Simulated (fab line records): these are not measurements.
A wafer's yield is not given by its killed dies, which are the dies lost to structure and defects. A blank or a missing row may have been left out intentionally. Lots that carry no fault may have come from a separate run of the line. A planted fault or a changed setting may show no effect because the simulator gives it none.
Problem report, 8D (eight disciplines) form, completed by code	flow sky130	the parts of the form that need people (team, actions taken, sign-off) are left out

## 1. THE ISSUE
VIA4_HDPCVD_THK at SKY_VIA4_THK_MEAS_01 reads a mean of 1946 nm on 6 wafers of 2 lots; wafers without a fault read 1748 nm with a standard deviation of 23. That is +8.6 standard deviations from the usual mean.
First observed at day 44 15:38: wafer L601.3, on film_metro-02. Wafers with a number at this step in the record: 33, from 11 lots. Rule for "out", or "out of limits": more than 4 standard deviations from the usual mean. Any other wafer with a number is counted as sound.

## 2. WHAT THIS IS AND IS NOT
question	is	is not
which readings at this step	VIA4_HDPCVD_THK	-
which lots	L601, L602	L592, L593, L594, L605, L606, L612, L613, L614, L615
which wafers of those lots	all that have a number	-
read on which gauges	film_metro-02, film_metro-04	film_metro-03
when	from day 44 15:38	up to then (9 sound wafers); but 18 sound wafers of L605, L606, L612, L613, L614, L615 came after

## 3. THE SUSPECTS, EACH WITH WHAT RULES IT OUT
Counting: any tool at a process step up to the reading is kept as a suspect provided that every lot that is out went through it and no sound lot did after the first of them.
- ruled out: the gauge at SKY_VIA4_THK_MEAS_01. Those wafers that are out were read across 2 gauges (film_metro-02, film_metro-04).
- hdpcvd-01 at SKY_VIA4_HDPCVD_00 (deposits SiO2, target thk 1750 nm, time 291.7 s): ruled out as a lasting fault. Following L601 (day 44 15:26), the first lot on it that is out, the sound lots L612 were run on it.
Left after counting: nothing in the record.

## 4. THE CAUSE (what the simulator had put in)
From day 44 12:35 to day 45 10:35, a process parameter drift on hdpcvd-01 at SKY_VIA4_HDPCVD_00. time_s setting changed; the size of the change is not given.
Counting ruled it out, wrongly: the rule takes a fault to strike every lot that its tool runs from its start on, and this one did not.

## 5. SEQUENCE OF EFFECTS, ordered by route
Each row: a reading where the mean over the struck wafers with a number is more than 3 standard deviations away from the usual. Readings are gone through only where the record gives a usual standard deviation; hours: the median, over the lots, of the time from a lot's start at the first step in this table giving one to that lot's start at this step; sigmas: the change measured in usual standard deviations.
hours	step	reading	usual	on struck wafers	change	sigmas
0	SKY_VIA4_HDPCVD_00	run_length_s	319.7 s	355.8	+36.1	+86
0	SKY_VIA4_THK_MEAS_01	VIA4_HDPCVD_THK	1748 nm	1946	+198	+8.6
The process steps in it:
- SKY_VIA4_HDPCVD_00: deposits SiO2, target thk 1750 nm, time 291.7 s.

## 6. WHAT WOULD HAVE CAUGHT IT SOONER
3 hours passed between the start of the fault at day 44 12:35 and the first reading out of limits at a measuring or inspecting step in this record, taken at day 44 15:38.
The tool's own readings at SKY_VIA4_HDPCVD_00 were out on every struck wafer that the step has a row for (run_length_s): an alarm limit on them would have fired on the first of those.
